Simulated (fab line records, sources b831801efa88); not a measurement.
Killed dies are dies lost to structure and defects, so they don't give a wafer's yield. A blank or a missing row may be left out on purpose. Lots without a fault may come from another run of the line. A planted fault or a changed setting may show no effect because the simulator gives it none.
A struck lot beside a sound one | flow sky130 | 17 steps out of a route of 708
Sound: wafers L242.2, L242.5, L242.6. Struck: wafers L250.1, L250.3, L250.5. The cause comes at the end.
At each step with rows: each side's tool, then ch and its chambers, then its first start. Under that, the readings that differ: sound wafers | struck wafers | difference of the means | sigmas: that difference in standard deviations of wafers without a fault.
alike: readings whose means differ by less than 2 such deviations, and words and numbers that are the same on both sides. not compared: withheld readings, readings that some wafer has no value for, bounds like >300 that may hide the same value, and numbers for which the record gives no deviation and whose values overlap.
The two part at a step that has a row with sigmas, a row that says differs or no value, or rows on one side only. Numbers that don't overlap but have no deviation are shown without sigmas and don't part them. A reading that every wafer of one side lacks parts them only if that side has two wafers or more.

first, 6 steps without rows for these wafers: SKY_RES_XHIGH_COAT_02 (resist thk 1140 nm); SKY_RES_XHIGH_SOFTBAKE_03 (time 60 s); SKY_RES_XHIGH_EXPOSE_04 (exposes mask URPM, target cd 1270 nm); SKY_RES_XHIGH_PEB_05; SKY_RES_XHIGH_DEVELOP_06 (develop time 60 s); SKY_RES_XHIGH_IMPLANT_07.
SKY_RES_XHIGH_STRIP_08: strips in O2/N2.
  sound on plasma_asher-03 ch 0,1, day 27 12:41; struck on plasma_asher-01 ch 0,1, day 30 10:46
  alike: drypump_motor_current_A, oes_product_au, strip_time_to_endpoint_s
  not compared: rf_hours_counter_h
SKY_RES_XHIGH_TW_MEAS_09:
  sound on film_metro-03, day 27 12:48; struck on film_metro-04, day 30 10:52
  alike: RES_XHIGH_TW
then, 4 steps without rows for these wafers: SKY_SD_N_DEHYDRATE_00 (time 60 s); SKY_SD_N_HMDS_01 (prime time 60 s); SKY_SD_N_COAT_02 (resist thk 1140 nm); SKY_SD_N_SOFTBAKE_03 (time 60 s).
SKY_SD_N_EXPOSE_04: exposes mask NSDM, target cd 380 nm.
  sound on iline_stepper-01 ch 0, day 28 03:28; struck on iline_stepper-02 ch 0, day 31 01:17
  reading | sound                | struck                        | difference | sigmas
  mask    | NSDM#0 NSDM#0 NSDM#0 | NSDM_R1#0 NSDM_R1#0 NSDM_R1#0 | differs    |
  alike: exposure_dose_mJ_cm2
then, 2 steps without rows for these wafers: SKY_SD_N_PEB_05; SKY_SD_N_DEVELOP_06 (develop time 60 s).
SKY_SD_N_CD_MEAS_07: target cd 380 nm.
  sound on cd_sem-02, day 28 17:11; struck on cd_sem-01, day 31 14:59
  reading    | sound             | struck            | difference | sigmas
  cd_nm (nm) | 377.3 376.4 377.7 | 331.3 332.2 332.6 | -45.1      | -17
SKY_SD_N_OVL_MEAS_08:
  sound on overlay-01, day 28 17:18; struck on overlay-01, day 31 15:06
  alike: SD_N_OVL

WHERE THEY PART
First at SKY_SD_N_EXPOSE_04; last, within this record, at SKY_SD_N_CD_MEAS_07. Later steps at which nothing parts them and some readings are alike: SKY_SD_N_OVL_MEAS_08.

WHY: what the simulator had put in
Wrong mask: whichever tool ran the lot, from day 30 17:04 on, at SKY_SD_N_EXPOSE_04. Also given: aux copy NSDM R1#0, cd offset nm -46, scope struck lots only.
